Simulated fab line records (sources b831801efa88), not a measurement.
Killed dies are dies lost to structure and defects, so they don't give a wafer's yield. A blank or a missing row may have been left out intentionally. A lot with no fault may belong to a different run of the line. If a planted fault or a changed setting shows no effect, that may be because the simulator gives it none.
fab line records | flow sky130
[record] lots = 6 | wafers = 18 | last_day = 50
route steps=708 shown VIA1@470 METAL2@483
lots untouched by any fault: they come from a run of this same line in which no faults occurred
start_h: the number of hours between the record's first day and the start of the first shown wafer of the lot | wait_h: hours elapsed since this lot's preceding step | " same as the row above | L1.1+2: several wafers, shown together as one row | - either no value or no given start | * or withheld: withheld | < > ~ a bound
route shown NAME@n: a module of which the file shows steps, and the number in the route of the first | usual: mean/standard deviation taken from wafers without a fault | same: alike in all rows | chamber/n: place in a boat | sites: per-site readings | _std_site: the standard deviation of these | _edge_site: mean of outer sites minus mean of inner sites | radius_mm: for every site, how far away it sits from the centre of the wafer | mask NAME#n: copy n | behind: the last tool/chamber to shape the wafer | hold: cause of the lot's hold/its duration in hours/its outcome | device: which transistor (n, p or np) failed to switch | end of line: the same wafers' tests at the end of the route | a step given without rows: its recipe and nothing more | killed: dies that structure and defects cost at the first sort, which is not the same as the wafer's yield | map: a wafer's dies, marking killed ones x, the rest . and places with no die _
set.NAME: the setting the step ran with; set.NAME@STEP: the setting that earlier step ran with | model.NAME: the simulator's own value behind a step, which no gauge read
a table for each step, a row for each wafer; lots at some steps of the route
services: the hour from which a tool's chamber was out of use, counted from the record's first day as start_h (under 0 if before that day), plus the number of hours and why
[[steps]]
[step SKY_VIA1_CD_MEAS_12]
[recipe] target_cd_nm = 150
[usual] cd_nm = 149.9/1.7
lot.wafer | tool      | chamber | start_h | wait_h | cd_nm
L143.2    | cd_sem-01 | -       | 801.84  | -      | 150.3
L143.4    | "         | -       | "       | "      | 148.5
L143.6    | "         | -       | "       | "      | 148.5
L145.2    | cd_sem-02 | -       | 814.54  | -      | 150.0
L145.4    | "         | -       | "       | "      | 149.5
L145.5    | "         | -       | "       | "      | 149.7
L154.2    | cd_sem-01 | -       | 909.49  | -      | 150.3
L154.4    | "         | -       | "       | "      | 149.3
L154.6    | "         | -       | "       | "      | 149.4
L155.1    | cd_sem-01 | -       | 919.19  | -      | 151.4
L155.3    | "         | -       | "       | "      | 147.4
L155.4    | "         | -       | "       | "      | 148.7
L162.1    | cd_sem-01 | -       | 947.55  | -      | 152.0
L162.4    | "         | -       | "       | "      | 150.0
L162.6    | "         | -       | "       | "      | 150.4
L163.1    | cd_sem-02 | -       | 957.82  | -      | 148.8
L163.4    | "         | -       | "       | "      | 147.3
L163.6    | "         | -       | "       | "      | 147.9
[step SKY_VIA1_OVL_MEAS_13]
[usual] VIA1_OVL = 0/4.9
lot.wafer | tool       | chamber | start_h | wait_h | VIA1_OVL[nm]
L143.2    | overlay-01 | -       | 801.94  | 0.1    | 2
L143.4    | "          | -       | "       | "      | 3
L143.6    | "          | -       | "       | "      | 1
L145.2    | overlay-02 | -       | 814.64  | 0.1    | -7
L145.4    | "          | -       | "       | "      | -2
L145.5    | "          | -       | "       | "      | 1
L154.2    | overlay-01 | -       | 909.60  | 0.1    | -3
L154.4    | "          | -       | "       | "      | -8
L154.6    | "          | -       | "       | "      | -4
L155.1    | overlay-02 | -       | 919.31  | 0.1    | 1
L155.3    | "          | -       | "       | "      | -9
L155.4    | "          | -       | "       | "      | -2
L162.1    | overlay-01 | -       | 947.67  | 0.1    | -2
L162.4    | "          | -       | "       | "      | -6
L162.6    | "          | -       | "       | "      | -1
L163.1    | overlay-01 | -       | 957.94  | 0.1    | -7
L163.4    | "          | -       | "       | "      | -7
L163.6    | "          | -       | "       | "      | -7
[step SKY_VIA1_ETCH_14]
[recipe] chemistry = N2/H2 | target = BARC | ion_energy_ev = 200 | source_w = 500 | bias_w = 100 | pressure_mtorr = 30 | n2_flow_sccm = 100 | h2_flow_sccm = 200 | stop_on = SiO2 | time_s = 45.9 | target_depth_a = 600
[usual] drypump_motor_current_A = 5.9/0.4 | oes_product_au = 0.855/0.005 | throttle_valve_pct = 13.224/0.0099
lot.wafer | tool        | chamber | start_h | wait_h | drypump_motor_current_A | oes_product_au | rf_hours_counter_h | throttle_valve_pct
L143.2    | rie_diel-01 | 1       | 801.97  | 0.0    | 6.3                     | 0.852          | 3                  | 13.241
L143.4    | "           | 0       | "       | "      | 5.4                     | 0.849          | 10                 | 13.222
L143.6    | "           | 1       | "       | "      | 6.3                     | 0.858          | -                  | 13.218
L145.2    | rie_diel-04 | 0       | 814.67  | 0.0    | 6.5                     | 0.854          | 17                 | 13.232
L145.4    | "           | 2       | "       | "      | 5.4                     | 0.846          | 7                  | 13.213
L145.5    | "           | 0       | "       | "      | 6.5                     | 0.856          | -                  | 13.245
L154.2    | rie_diel-02 | 1       | 909.63  | 0.0    | 6.2                     | 0.864          | 13                 | 13.230
L154.4    | "           | 3       | "       | "      | 6.2                     | 0.849          | 20                 | 13.213
L154.6    | "           | 0       | "       | "      | 5.3                     | 0.854          | -                  | 13.223
L155.1    | rie_diel-01 | 3       | 919.35  | 0.0    | 6.2                     | 0.854          | 6                  | 13.221
L155.3    | "           | 1       | "       | "      | 6.3                     | 0.848          | 6                  | 13.221
L155.4    | "           | 2       | "       | "      | 5.8                     | 0.856          | 14                 | 13.214
L162.1    | rie_diel-02 | 1       | 947.70  | 0.0    | 6.2                     | 0.854          | 14                 | 13.230
L162.4    | "           | 2       | "       | "      | 6.1                     | 0.855          | 13                 | 13.228
L162.6    | "           | 2       | "       | "      | 6.1                     | 0.857          | -                  | 13.225
L163.1    | rie_diel-01 | 1       | 957.98  | 0.0    | 6.3                     | 0.852          | 7                  | 13.233
L163.4    | "           | 0       | "       | "      | 5.4                     | 0.857          | -                  | 13.213
L163.6    | "           | 2       | "       | "      | 5.8                     | 0.865          | -                  | 13.237
[step SKY_VIA1_ETCH_15]
[recipe] target = SiO2 | chemistry = C4F8/O2/Ar | target_depth_nm = 351 | stop_on = TiN | mask_material = KrF-thick | source_w = 1500 | bias_w = 1200 | pressure_mtorr = 40 | c4f8_flow_sccm = withheld | O2_flow_sccm = 6 | Ar_flow_sccm = 300 | time_s = 54
[step SKY_VIA1_STRIP_16]
[recipe] chemistry = O2/N2 | power_w = 1400 | pressure_mtorr = 1500 | platen_temp_c = withheld | o2_flow_sccm = 3000 | n2_flow_sccm = 300 | overash_fraction = 0.5
[usual] drypump_motor_current_A = 5.6/0.41 | oes_product_au = 0.415/0.0044 | strip_time_to_endpoint_s = 4.453/0.021
lot.wafer | tool            | chamber | start_h | wait_h | drypump_motor_current_A | oes_product_au | rf_hours_counter_h | strip_time_to_endpoint_s
L143.2    | plasma_asher-02 | 1       | 802.06  | 0.0    | 5.2                     | 0.414          | 97                 | 4.426
L143.4    | "               | 1       | "       | "      | 5.2                     | 0.412          | -                  | 4.457
L143.6    | "               | 1       | "       | "      | 5.2                     | 0.416          | -                  | 4.450
L145.2    | plasma_asher-02 | 0       | 814.76  | 0.0    | 6.1                     | 0.409          | 98                 | 4.467
L145.4    | "               | 0       | "       | "      | 6.1                     | 0.419          | -                  | 4.462
L145.5    | "               | 0       | "       | "      | 6.1                     | 0.408          | -                  | 4.475
L154.2    | plasma_asher-03 | 1       | 909.71  | 0.0    | 6.2                     | 0.414          | 47                 | 4.445
L154.4    | "               | 0       | "       | "      | 5.2                     | 0.418          | -                  | 4.460
L154.6    | "               | 0       | "       | "      | 5.3                     | 0.418          | -                  | 4.447
L155.1    | plasma_asher-02 | 1       | 919.43  | 0.0    | 5.2                     | 0.409          | 108                | 4.456
L155.3    | "               | 1       | "       | "      | 5.2                     | 0.412          | -                  | 4.436
L155.4    | "               | 0       | "       | "      | 6.1                     | 0.412          | -                  | 4.475
L162.1    | plasma_asher-03 | 1       | 947.79  | 0.0    | 6.2                     | 0.405          | 51                 | 4.405
L162.4    | "               | 1       | "       | "      | 6.2                     | 0.411          | -                  | 4.421
L162.6    | "               | 1       | "       | "      | 6.3                     | 0.414          | -                  | 4.437
L163.1    | plasma_asher-02 | 0       | 958.06  | 0.0    | 6.1                     | 0.416          | 113                | 4.456
L163.4    | "               | 1       | "       | "      | 5.2                     | 0.412          | -                  | 4.464
L163.6    | "               | 0       | "       | "      | 6.1                     | 0.413          | -                  | 4.459
[step SKY_VIA1_STRIP_17]
[recipe] chemistry = post_etch_residue_remover | time_s = 1200 | temp_c = 72.5
[step SKY_VIA1_CLEAN_18]
[recipe] chemistry = IPA | time_s = 180 | temp_c = 25
[step SKY_VIA1_CLEAN_19]
[recipe] chemistry = O3/DIW | dry = n2_spin
[step SKY_VIA1_SPUTTER_20]
[recipe] material = TiN | target_thk_nm = 20 | chamber_pressure_pa = 5 | power_w = 4000 | time_s = 80
[step SKY_VIA1_CVD_21]
[recipe] material = W | target_thk_nm = 270 | time_s = 80.902 | temp_c = 400 | pressure_torr = 40
[step SKY_VIA1_RS_MEAS_22]
[recipe] thk_meas_gauge = four-point-probe | reads = W_of_VIA1_CVD_21+TiN_of_VIA1_SPUTTER_20
[usual] VIA1_W_RS = 0.424/0.0056
lot.wafer | tool          | chamber | start_h | wait_h | VIA1_W_RS[ohm/sq]
L143.2    | film_metro-01 | -       | 802.83  | 0.1    | 0.426
L143.4    | "             | -       | "       | "      | 0.425
L143.6    | "             | -       | "       | "      | 0.424
L145.2    | film_metro-02 | -       | 815.57  | 0.1    | 0.425
L145.4    | "             | -       | "       | "      | 0.420
L145.5    | "             | -       | "       | "      | 0.422
L154.2    | film_metro-02 | -       | 910.48  | 0.1    | 0.424
L154.4    | "             | -       | "       | "      | 0.417
L154.6    | "             | -       | "       | "      | 0.435
L155.1    | film_metro-02 | -       | 920.18  | 0.1    | 0.424
L155.3    | "             | -       | "       | "      | 0.430
L155.4    | "             | -       | "       | "      | 0.422
L162.1    | film_metro-02 | -       | 948.54  | 0.1    | 0.427
L162.4    | "             | -       | "       | "      | 0.428
L162.6    | "             | -       | "       | "      | 0.424
L163.1    | film_metro-03 | -       | 958.85  | 0.1    | 0.433
L163.4    | "             | -       | "       | "      | 0.421
L163.6    | "             | -       | "       | "      | 0.422
[step SKY_VIA1_THK_MEAS_23]
[recipe] thk_meas_gauge = xrf | reads = W_of_VIA1_CVD_21
[usual] VIA1_W_THK = 272/3.9
lot.wafer | tool          | chamber | start_h | wait_h | VIA1_W_THK[nm]
L143.2    | film_metro-01 | -       | 802.94  | 0.1    | 271
L143.4    | "             | -       | "       | "      | 272
L143.6    | "             | -       | "       | "      | 272
L145.2    | film_metro-02 | -       | 815.68  | 0.1    | 273
L145.4    | "             | -       | "       | "      | 276
L145.5    | "             | -       | "       | "      | 276
L154.2    | film_metro-02 | -       | 910.59  | 0.1    | 275
L154.4    | "             | -       | "       | "      | 282
L154.6    | "             | -       | "       | "      | 268
L155.1    | film_metro-02 | -       | 920.30  | 0.1    | 271
L155.3    | "             | -       | "       | "      | 267
L155.4    | "             | -       | "       | "      | 272
L162.1    | film_metro-02 | -       | 948.66  | 0.1    | 272
L162.4    | "             | -       | "       | "      | 271
L162.6    | "             | -       | "       | "      | 274
L163.1    | film_metro-03 | -       | 958.97  | 0.1    | 265
L163.4    | "             | -       | "       | "      | 272
L163.6    | "             | -       | "       | "      | 272
[step SKY_VIA1_CMP_24]
[recipe] stop_on = SiO2 | t_overpolish_s = 15 | down_force_psi = 3.5 | platen_rpm = 60 | target_thk_nm = 0 | pad_velocity_m_s = 0.94248
[usual] motor_current_A = 11.2/0.95 | overpolish_run_s = 15.001/0.0095 | time_to_endpoint_s = 64.8/2.7
lot.wafer | tool   | chamber | start_h | wait_h | motor_current_A | overpolish_run_s | time_to_endpoint_s | model.SiO2_of_VIA1_HDPCVD_00.thk_nm
L143.4    | cmp-02 | 1       | 803.09  | 0.1    | 9.1             | 15.010           | 67.4               | 343.4
L143.2    | "      | 2       | "       | "      | 12.1            | 15.004           | 64.8               | 343.3
L143.6    | "      | 0       | "       | "      | 12.2            | 14.979           | 69.0               | 343.8
L145.2    | cmp-01 | 0       | 815.78  | 0.1    | 11.1            | 14.999           | 61.9               | 342.5
L145.4    | "      | 1       | "       | "      | 11.2            | 15.003           | 60.1               | 341.5
L145.5    | "      | 0       | "       | "      | 10.9            | 14.997           | 65.3               | 342.8
L154.4    | cmp-02 | 0       | 910.74  | 0.1    | 12.1            | 14.990           | 70.5               | 340.2
L154.2    | "      | 1       | "       | "      | 9.4             | 15.004           | 35.2               | 337.8
L154.6    | "      | 2       | "       | "      | 12.7            | 15.014           | 62.5               | 339.9
L155.1    | cmp-02 | 3       | 920.36  | 0.1    | 11.0            | 14.994           | 65.4               | 341.7
L155.4    | "      | 1       | "       | "      | 9.1             | 14.984           | 32.9               | 337.6
L155.3    | "      | 2       | "       | "      | 12.1            | 15.027           | 62.3               | 340.5
L162.4    | cmp-01 | 2       | 948.72  | 0.0    | 11.9            | 14.995           | 62.9               | 341.6
L162.1    | "      | 3       | "       | "      | 10.2            | 15.003           | 65.2               | 342
L162.6    | "      | 3       | "       | "      | 11.1            | 15.001           | 64.6               | 342.1
L163.1    | cmp-01 | 0       | 959.50  | 0.5    | 11.0            | 14.999           | 66.3               | 341.5
L163.4    | "      | 1       | "       | "      | 11.1            | 14.994           | 65.6               | 342.1
L163.6    | "      | 3       | "       | "      | 11.4            | 15.020           | 65.5               | 340.9
[step SKY_METAL2_SPUTTER_00]
[recipe] material = Ti | target_thk_nm = 15 | power_w = 3000 | time_s = 10 | chamber_pressure_pa = 0.4
[step SKY_METAL2_SPUTTER_01]
[recipe] material = TiN | target_thk_nm = 20 | power_w = 6500 | time_s = 16.7 | chamber_pressure_pa = 0.4
[step SKY_METAL2_SPUTTER_02]
[recipe] material = AlCu | target_thk_nm = 250 | power_w = 10600 | time_s = 13.3 | chamber_pressure_pa = 0.4
[step SKY_METAL2_SPUTTER_03]
[recipe] material = Ti | target_thk_nm = 5 | power_w = 3000 | time_s = 3.3 | chamber_pressure_pa = 0.4
[usual] throttle_valve_pct = 30.1/0.76
lot.wafer | tool           | chamber | start_h | wait_h | throttle_valve_pct
L143.2    | pvd_sputter-02 | -       | 803.36  | 0.0    | 31.2
L143.4    | "              | -       | "       | "      | 28.8
L143.6    | "              | -       | "       | "      | 30.9
L145.2    | pvd_sputter-02 | -       | 816.10  | 0.0    | 30.9
L145.4    | "              | -       | "       | "      | 30.7
L145.5    | "              | -       | "       | "      | 31.2
L154.2    | pvd_sputter-02 | -       | 911.02  | 0.0    | 30.9
L154.4    | "              | -       | "       | "      | 30.1
L154.6    | "              | -       | "       | "      | 28.9
L155.1    | pvd_sputter-02 | -       | 920.74  | 0.0    | 30.8
L155.3    | "              | -       | "       | "      | 30.9
L155.4    | "              | -       | "       | "      | 30.4
L162.1    | pvd_sputter-01 | -       | 949.23  | 0.0    | 29.6
L162.4    | "              | -       | "       | "      | 30.4
L162.6    | "              | -       | "       | "      | 29.9
L163.1    | pvd_sputter-04 | -       | 959.83  | 0.0    | 30.7
L163.4    | "              | -       | "       | "      | 31.1
L163.6    | "              | -       | "       | "      | 30.4
[step SKY_METAL2_SPUTTER_04]
[recipe] material = TiN | target_thk_nm = 70 | power_w = 6500 | time_s = 58.3 | chamber_pressure_pa = 0.4
[usual] throttle_valve_pct = 30.1/0.79
lot.wafer | tool           | chamber | start_h | wait_h | throttle_valve_pct
L143.2    | pvd_sputter-02 | -       | 803.38  | 0.0    | 30.9
L143.4    | "              | -       | "       | "      | 29.0
L143.6    | "              | -       | "       | "      | 30.9
L145.2    | pvd_sputter-02 | -       | 816.12  | 0.0    | 30.9
L145.4    | "              | -       | "       | "      | 30.8
L145.5    | "              | -       | "       | "      | 30.8
L154.2    | pvd_sputter-02 | -       | 911.04  | 0.0    | 30.7
L154.4    | "              | -       | "       | "      | 30.3
L154.6    | "              | -       | "       | "      | 29.3
L155.1    | pvd_sputter-02 | -       | 920.76  | 0.0    | 31.0
L155.3    | "              | -       | "       | "      | 31.1
L155.4    | "              | -       | "       | "      | 30.2
L162.1    | pvd_sputter-01 | -       | 949.25  | 0.0    | 29.5
L162.4    | "              | -       | "       | "      | 30.3
L162.6    | "              | -       | "       | "      | 29.9
L163.1    | pvd_sputter-04 | -       | 959.84  | 0.0    | 30.7
L163.4    | "              | -       | "       | "      | 31.4
L163.6    | "              | -       | "       | "      | 30.2
[step SKY_METAL2_RS_MEAS_05]
[recipe] thk_meas_gauge = four-point-probe | reads = TiN_of_METAL2_SPUTTER_04+Ti_of_METAL2_SPUTTER_03+AlCu_of_METAL2_SPUTTER_02+TiN_of_METAL2_SPUTTER_01+Ti_of_METAL2_SPUTTER_00
[usual] METAL2_ALCU_RS = 0.1268/0.0012
lot.wafer | tool          | chamber | start_h | wait_h | METAL2_ALCU_RS[ohm/sq]
L143.2    | film_metro-02 | -       | 803.45  | 0.0    | 0.1272
L143.4    | "             | -       | "       | "      | 0.1288
L143.6    | "             | -       | "       | "      | 0.1267
L145.2    | film_metro-02 | -       | 816.18  | 0.0    | 0.1277
L145.4    | "             | -       | "       | "      | 0.1272
L145.5    | "             | -       | "       | "      | 0.1255
L154.2    | film_metro-02 | -       | 911.10  | 0.0    | 0.1257
L154.4    | "             | -       | "       | "      | 0.1262
L154.6    | "             | -       | "       | "      | 0.1268
L155.1    | film_metro-03 | -       | 920.80  | 0.0    | 0.1261
L155.3    | "             | -       | "       | "      | 0.1249
L155.4    | "             | -       | "       | "      | 0.1255
L162.1    | film_metro-03 | -       | 949.30  | 0.0    | 0.1281
L162.4    | "             | -       | "       | "      | 0.1278
L162.6    | "             | -       | "       | "      | 0.1269
L163.1    | film_metro-03 | -       | 959.89  | 0.0    | 0.1247
L163.4    | "             | -       | "       | "      | 0.1248
L163.6    | "             | -       | "       | "      | 0.1239
[step SKY_METAL2_THK_MEAS_06]
[recipe] thk_meas_gauge = xrf | reads = AlCu_of_METAL2_SPUTTER_02
[usual] METAL2_ALCU_THK = 248.9/2.6
lot.wafer | tool          | chamber | start_h | wait_h | METAL2_ALCU_THK[nm]
L143.2    | film_metro-02 | -       | 803.56  | 0.1    | 246.7
L143.4    | "             | -       | "       | "      | 243.6
L143.6    | "             | -       | "       | "      | 247.4
L145.2    | film_metro-02 | -       | 816.29  | 0.1    | 246.3
L145.4    | "             | -       | "       | "      | 246.4
L145.5    | "             | -       | "       | "      | 249.3
L154.2    | film_metro-02 | -       | 911.21  | 0.1    | 249.5
L154.4    | "             | -       | "       | "      | 248.4
L154.6    | "             | -       | "       | "      | 245.7
L155.1    | film_metro-03 | -       | 920.92  | 0.1    | 252.5
L155.3    | "             | -       | "       | "      | 254.6
L155.4    | "             | -       | "       | "      | 254.2
L162.1    | film_metro-03 | -       | 949.42  | 0.1    | 247.7
L162.4    | "             | -       | "       | "      | 247.0
L162.6    | "             | -       | "       | "      | 248.6
L163.1    | film_metro-03 | -       | 960.01  | 0.1    | 252.5
L163.4    | "             | -       | "       | "      | 251.6
L163.6    | "             | -       | "       | "      | 254.8
[step SKY_METAL2_DEHYDRATE_07]
[recipe] temp_c = 200 | time_s = 60
[step SKY_METAL2_HMDS_08]
[recipe] prime_time_s = 60 | prime_temp_c = 120
[step SKY_METAL2_COAT_09]
[recipe] resist = BARC | temp_c = withheld | time_s = withheld | spin_rpm = 3000 | resist_thk_nm = 60
[step SKY_METAL2_COAT_10]
[recipe] resist = KrF-thick | spin_rpm = 3000 | resist_thk_nm = 450
[step SKY_METAL2_SOFTBAKE_11]
[recipe] temp_c = 99.37 | time_s = 90 | resist = KrF-thick
[step SKY_METAL2_EXPOSE_12]
[recipe] mask_id = MM2 | na = 0.8 | source_shape = annular | sigma_inner = 0.55 | sigma_outer = 0.85 | target_cd_nm = 140 | dose_mj = 28
[step SKY_METAL2_PEB_13]
[recipe] peb_temp_c = withheld | peb_time_s = withheld | resist = KrF-thick
[step SKY_METAL2_DEVELOP_14]
[recipe] develop_time_s = 60 | resist = KrF-thick | dev_temp_c = 21
[step SKY_METAL2_CD_MEAS_15]
[recipe] target_cd_nm = 140
[usual] cd_nm = 140.0/1.3
lot.wafer | tool      | chamber | start_h | wait_h | cd_nm
L143.2    | cd_sem-01 | -       | 829.83  | -      | 140.0
L143.4    | "         | -       | "       | "      | 139.2
L143.6    | "         | -       | "       | "      | 139.8
L145.2    | cd_sem-01 | -       | 842.51  | -      | 142.3
L145.4    | "         | -       | "       | "      | 140.1
L145.5    | "         | -       | "       | "      | 143.0
L154.2    | cd_sem-02 | -       | 935.97  | -      | 140.4
L154.4    | "         | -       | "       | "      | 141.2
L154.6    | "         | -       | "       | "      | 140.3
L155.1    | cd_sem-01 | -       | 947.01  | -      | 140.4
L155.3    | "         | -       | "       | "      | 139.9
L155.4    | "         | -       | "       | "      | 140.8
L162.1    | cd_sem-02 | -       | 973.10  | -      | 140.3
L162.4    | "         | -       | "       | "      | 141.3
L162.6    | "         | -       | "       | "      | 141.0
L163.1    | cd_sem-01 | -       | 983.82  | -      | 140.3
L163.4    | "         | -       | "       | "      | 139.7
L163.6    | "         | -       | "       | "      | 140.0
[step SKY_METAL2_OVL_MEAS_16]
[usual] METAL2_OVL = 2/5.7
lot.wafer | tool       | chamber | start_h | wait_h | METAL2_OVL[nm]
L143.2    | overlay-01 | -       | 829.93  | 0.1    | 6
L143.4    | "          | -       | "       | "      | 3
L143.6    | "          | -       | "       | "      | 8
L145.2    | overlay-01 | -       | 842.62  | 0.1    | 1
L145.4    | "          | -       | "       | "      | 2
L145.5    | "          | -       | "       | "      | 0
L154.2    | overlay-01 | -       | 936.07  | 0.1    | -3
L154.4    | "          | -       | "       | "      | -3
L154.6    | "          | -       | "       | "      | 1
L155.1    | overlay-02 | -       | 947.13  | 0.1    | 4
L155.3    | "          | -       | "       | "      | 3
L155.4    | "          | -       | "       | "      | 4
L162.1    | overlay-01 | -       | 973.22  | 0.1    | 5
L162.4    | "          | -       | "       | "      | 5
L162.6    | "          | -       | "       | "      | 6
L163.1    | overlay-01 | -       | 983.94  | 0.1    | 3
L163.4    | "          | -       | "       | "      | 7
L163.6    | "          | -       | "       | "      | -4
[step SKY_METAL2_DESCUM_17]
[recipe] chemistry = O2 | source_power_w = 150 | bias_power_w = 0 | pressure_mtorr = 10 | temp_c = 40 | time_s = 8
[usual] drypump_motor_current_A = 5.6/0.36 | oes_product_au = 1.001/0.0076
[same] bias_power_w = 0
lot.wafer | tool         | chamber | start_h | wait_h | drypump_motor_current_A | oes_product_au | rf_hours_counter_h
L143.2    | rie_metal-03 | 1       | 829.98  | 0.0    | 5.5                     | 0.999          | -
L143.4    | "            | 1       | "       | "      | 5.5                     | 1.008          | -
L143.6    | "            | 1       | "       | "      | 5.6                     | 1.005          | -
L145.2    | rie_metal-03 | 0       | 842.66  | 0.0    | 5.0                     | 1.005          | -
L145.4    | "            | 0       | "       | "      | 5.0                     | 0.995          | -
L145.5    | "            | 0       | "       | "      | 5.0                     | 1.007          | -
L154.2    | rie_metal-03 | 1       | 936.10  | 0.0    | 5.6                     | 0.991          | 3
L154.4    | "            | 0       | "       | "      | 5.0                     | 1.001          | -
L154.6    | "            | 1       | "       | "      | 5.6                     | 0.979          | -
L155.1    | rie_metal-01 | 1       | 947.17  | 0.0    | 5.4                     | 0.991          | 12
L155.3    | "            | 1       | "       | "      | 5.4                     | 0.995          | -
L155.4    | "            | 0       | "       | "      | 6.1                     | 0.998          | -
L162.1    | rie_metal-01 | 1       | 973.25  | 0.0    | 5.4                     | 0.999          | 13
L162.4    | "            | 0       | "       | "      | 6.0                     | 1.012          | -
L162.6    | "            | 1       | "       | "      | 5.4                     | 1.006          | -
L163.1    | rie_metal-03 | 0       | 983.98  | 0.0    | 5.0                     | 1.002          | 7
L163.4    | "            | 1       | "       | "      | 5.6                     | 0.998          | -
L163.6    | "            | 0       | "       | "      | 5.0                     | 0.995          | -
[step SKY_METAL2_ETCH_18]
[recipe] chemistry = N2/H2 | target = BARC | ion_energy_ev = 200 | bias_w = 100 | pressure_mtorr = 30 | n2_flow_sccm = 100 | h2_flow_sccm = 200 | icp_w = 500 | stop_on = SiO2 | time_s = 45.9 | target_depth_a = 600
[step SKY_METAL2_METAL_ETCH_19]
[recipe] target_depth_a = 3600 | stop_on = SiO2 | over_etch_frac = 0.3 | time_s = 78 | chemistry = Cl2/BCl3 | resist_sidewall_deg = 88 | pressure_mtorr = 10 | icp_w = 900 | bias_w = 48.5 | Cl2_flow_sccm = 60 | bcl3_flow_sccm = 30
[usual] drypump_motor_current_A = 5.6/0.36 | oes_product_au = 0.854/0.0055 | throttle_valve_pct = 22.265/0.0093
lot.wafer | tool         | chamber | start_h | wait_h | drypump_motor_current_A | oes_product_au | rf_hours_counter_h | throttle_valve_pct | model.SiO2_of_VIA1_HDPCVD_00.thk_nm
L143.2    | rie_metal-03 | 1       | 830.18  | 0.1    | 5.5                     | 0.856          | -                  | 22.260             | 332.4
L143.4    | "            | 1       | "       | "      | 5.5                     | 0.841          | -                  | 22.259             | 332.4
L143.6    | "            | 1       | "       | "      | 5.6                     | 0.851          | -                  | 22.285             | 332.9
L145.2    | rie_metal-03 | 0       | 842.87  | 0.1    | 5.0                     | 0.860          | -                  | 22.278             | 331.5
L145.4    | "            | 0       | "       | "      | 5.0                     | 0.858          | -                  | 22.253             | 330.6
L145.5    | "            | 0       | "       | "      | 5.0                     | 0.863          | -                  | 22.266             | 331.9
L154.2    | rie_metal-03 | 1       | 936.20  | 0.0    | 5.5                     | 0.859          | 3                  | 22.270             | 327.1
L154.4    | "            | 0       | "       | "      | 5.0                     | 0.853          | -                  | 22.260             | 329.1
L154.6    | "            | 1       | "       | "      | 5.5                     | 0.853          | -                  | 22.249             | 329.2
L155.1    | rie_metal-01 | 1       | 947.26  | 0.0    | 5.4                     | 0.859          | 12                 | 22.268             | 330.8
L155.3    | "            | 1       | "       | "      | 5.4                     | 0.861          | -                  | 22.259             | 329.6
L155.4    | "            | 0       | "       | "      | 6.1                     | 0.859          | -                  | 22.265             | 326.7
L162.1    | rie_metal-01 | 1       | 973.35  | 0.0    | 5.4                     | 0.847          | 13                 | 22.254             | 331.1
L162.4    | "            | 0       | "       | "      | 6.1                     | 0.855          | -                  | 22.276             | 330.7
L162.6    | "            | 1       | "       | "      | 5.4                     | 0.857          | -                  | 22.269             | 331.1
L163.1    | rie_metal-03 | 0       | 984.07  | 0.0    | 5.0                     | 0.857          | 7                  | 22.274             | 330.6
L163.4    | "            | 1       | "       | "      | 5.6                     | 0.858          | -                  | 22.262             | 331.4
L163.6    | "            | 0       | "       | "      | 5.0                     | 0.872          | -                  | 22.253             | 330
[step SKY_METAL2_STRIP_20]
[recipe] chemistry = O2/N2 | power_w = 1400 | pressure_mtorr = 1500 | platen_temp_c = withheld | o2_flow_sccm = 3000 | n2_flow_sccm = 300 | overash_fraction = 0.5
[[services]]
tool            | chamber | start_h | hours | kind
pvd_sputter-01  | -       | 791.03  | 4.0   | repair
pvd_sputter-04  | -       | 793.16  | 3.3   | repair
plasma_asher-03 | -       | 799.73  | 8.2   | pm
cmp-02          | -       | 801.44  | 1.0   | repair
plasma_asher-02 | -       | 810.22  | 2.3   | repair
pvd_sputter-02  | -       | 830.20  | 2.3   | repair
rie_metal-03    | 0       | 831.37  | 9.2   | repair
plasma_asher-02 | -       | 839.82  | 0.3   | repair
rie_diel-01     | -       | 842.29  | 36.4  | repair
cmp-02          | -       | 845.36  | 4.0   | pm
plasma_asher-02 | -       | 847.43  | 1.2   | repair
rie_metal-01    | 1       | 855.46  | 4.4   | repair
cmp-01          | -       | 864.84  | 4.7   | pm
rie_diel-01     | 1       | 889.97  | 5.7   | repair
rie_diel-01     | -       | 896.34  | 0.9   | repair
cmp-02          | -       | 912.00  | 4.0   | pm
cmp-02          | -       | 914.44  | 0.7   | repair
cmp-02          | -       | 917.88  | 1.2   | repair
rie_diel-01     | 3       | 921.23  | 12.1  | repair
cmp-01          | -       | 935.19  | 0.8   | repair
pvd_sputter-02  | -       | 940.01  | 12.7  | repair
rie_diel-01     | 3       | 949.73  | 12.9  | repair
rie_diel-01     | 0       | 952.17  | 4.7   | repair
cmp-02          | -       | 954.66  | 7.7   | pm
[[key]]
[first_sign] step = SKY_VIA1_CMP_24 | reading = time_to_endpoint_s | direction = down | sigmas = 11 | usual = * | struck = *
effect none on later readings
[model_effect] step = SKY_VIA1_CMP_24 | value = SiO2_of_VIA1_HDPCVD_00.thk_nm | without = 340.2 | struck = 337.7
[model_effect] step = SKY_METAL2_METAL_ETCH_19 | value = SiO2_of_VIA1_HDPCVD_00.thk_nm | without = 329.4 | struck = 326.9
met_at SKY_VIA1_CMP_24
struck_wafers L154.2,L155.4
onset_between 803.09 910.74
[fault] kind = process_parameter_drift | tool = cmp-02 | chamber = 1 | onset_h = 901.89 | steps = SKY_VIA1_CMP_24 | channel = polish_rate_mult | offset = 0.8 | shape = step | end_h = 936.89
